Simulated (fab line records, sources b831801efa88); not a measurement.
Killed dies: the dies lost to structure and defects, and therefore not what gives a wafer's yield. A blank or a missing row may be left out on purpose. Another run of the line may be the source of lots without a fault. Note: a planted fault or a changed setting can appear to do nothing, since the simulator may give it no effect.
One fault through the eyes of 2 desks + flow gf180mcu + every desk sees just its own numbers, and what lay behind them comes last

THE METROLOGY DESK
What the gauges read, lot by lot, whatever tool the lot ran on: means of the sampled wafers that have a number. Marked OUT: a lot whose mean sits more than 4 standard deviations from the usual mean, which makes it out of limits; the brackets give that distance.
Columns: A = cd nm at GF_M5_CD_MEAS_07, usual 279.9 nm
| lot  | first seen here | A     |
|------|-----------------|-------|
| L753 | day 26 12:27    | 281.2 |
| L755 | day 27 05:16    | 279.8 |
| L756 | day 27 15:33    | 282.6 |
| L757 | day 27 23:31    | 281.2 |
| L758 | day 28 11:32    | 280.6 |
| L759 | day 28 18:46    | 282.4 |
| L760 | day 29 02:58    | 280.0 |
| L770 | day 31 12:58    | 279.3 |
| L771 | day 32 03:41    | 277.4 |
| L772 | day 32 05:48    | 278.0 |
| L773 | day 32 09:48    | 279.0 |
| L774 | day 32 18:04    | 281.8 |
| L775 | day 33 01:28    | 279.9 |
This desk's verdict: no lot among the 13 shows anything out of limits.

DESK OF THE TOOL OWNER: cvd w-02
The tool's own readings at GF_V4_CVD_23 (deposits W, target thk 350 nm, time 104.9 s): means of the sampled wafers that have a number, for each lot that ran on this tool. Marked OUT: a lot whose mean sits more than 4 standard deviations from the usual mean, which makes it out of limits; the brackets give that distance.
Columns: A = heater power w at GF_V4_CVD_23, usual 897 W
| lot  | first seen here | A   |
|------|-----------------|-----|
| L753 | day 24 15:54    | 871 |
| L757 | day 26 05:52    | 843 |
| L758 | day 26 18:35    | 852 |
| L759 | day 27 01:55    | 840 |
| L760 | day 27 10:40    | 849 |
| L772 | day 30 17:22    | 843 |
| L773 | day 30 22:36    | 855 |
| L775 | day 31 15:40    | 859 |
This desk's verdict: no lot among the 8 shows anything out of limits.

ALL TOGETHER
Metrology desk: nothing out of limits seen.
Nothing out of limits was seen by the tool owner's desk.

WHAT THE SIMULATOR PUT IN
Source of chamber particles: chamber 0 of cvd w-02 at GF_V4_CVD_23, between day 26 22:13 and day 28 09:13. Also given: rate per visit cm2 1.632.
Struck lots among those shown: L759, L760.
